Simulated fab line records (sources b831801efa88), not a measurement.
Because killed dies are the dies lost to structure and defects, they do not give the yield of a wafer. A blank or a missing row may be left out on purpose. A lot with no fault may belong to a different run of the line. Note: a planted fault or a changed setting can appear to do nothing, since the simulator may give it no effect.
Problem report, 8D (eight disciplines) form, completed by code	flow gf180mcu	the parts of the form that need people (team, actions taken, sign-off) are left out

1. WHAT IS WRONG
Wafers without a fault read 5.23e-06 Torr, standard deviation 2.5e-07; end_station_pressure_torr at GF_HV_LDD_IMPLANT_21 reads a mean of 5.99e-05 Torr on 6 wafers belonging to 2 lots. That is +99 or more standard deviations from the usual mean.
First observed at day 15 15:34: wafer L369.1, on implanter-03. Wafers with a number at this step in the record: 42, from 14 lots. Rule for "out" (also "out of limits"): further than 4 standard deviations from the usual mean. Any other wafer with a number is counted as sound.

2. WHAT IT IS, AND WHAT IT ISN'T
question	is	is not
which readings at this step	end_station_pressure_torr, beam_on_s, faraday_current_uA	-
which lots	L369, L370	L353, L355, L356, L357, L358, L359, L360, L361, L362, L363, L373, L375
which wafers of those lots	all that have a number	-
read on which tools	implanter-03	implanter-02, implanter-04
when	from day 15 15:34	up to then (30 sound wafers); but 6 sound wafers of L373, L375 came after

3. WHAT RULES OUT EACH SUSPECT
Counting: any tool at a process step up to the reading is kept as a suspect provided that every lot that is out went through it and no sound lot did after the first of them.
- implanter-03 at GF_HV_LDD_IMPLANT_21: kept. It ran every lot that is out, first L369 (day 15 15:34), and no sound lot after that; its last sound lot up to then is L362 (day 13 12:31). On those wafers its own readings are out: beam_on_s, end_station_pressure_torr, faraday_current_uA.
Left after counting: implanter-03 at GF_HV_LDD_IMPLANT_21.

4. THE CAUSE (what the simulator had put in)
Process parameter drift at GF_HV_LDD_IMPLANT_21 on implanter-03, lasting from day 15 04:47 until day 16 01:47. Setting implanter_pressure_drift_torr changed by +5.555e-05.
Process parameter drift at GF_HV_LDD_IMPLANT_21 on implanter-03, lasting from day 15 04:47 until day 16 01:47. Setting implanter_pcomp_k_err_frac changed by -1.
Only this tool survived the counting.

5. SEQUENCE OF EFFECTS, ordered by route
Each row: a reading whose mean over the struck wafers that have a number lies more than 3 standard deviations from the usual. Scope: only readings with a usual standard deviation given in the record; hours: median across lots of the time from each lot's start at the first step in this table that gives one to its start at this step; sigmas: change in usual standard deviations.
hours	step	reading	usual	on struck wafers	change	sigmas
0	GF_HV_LDD_IMPLANT_21	beam_on_s	9.98 s	11.34	+1.36	+7.2
0	GF_HV_LDD_IMPLANT_21	end_station_pressure_torr	5.23e-06 Torr	5.99e-05	+5.47e-05	+99 or more
0	GF_HV_LDD_IMPLANT_21	faraday_current_uA	282	251	-31	-5.6
0	GF_HV_LDD_TW_MEAS_23	HV_LDD_2_TW	1055	1098	+43	+3.6
The process steps in it:
- GF_HV_LDD_IMPLANT_21
Later steps that measure or inspect, where all struck wafers having a row at the step show a number for every such reading and not one has moved that far: GF_HV_LDD_CD_MEAS_31.

6. WHAT WOULD HAVE CAUGHT IT SOONER
In this record no reading fell out of limits until day 15 15:34, 11 hours after the fault had begun at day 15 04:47.
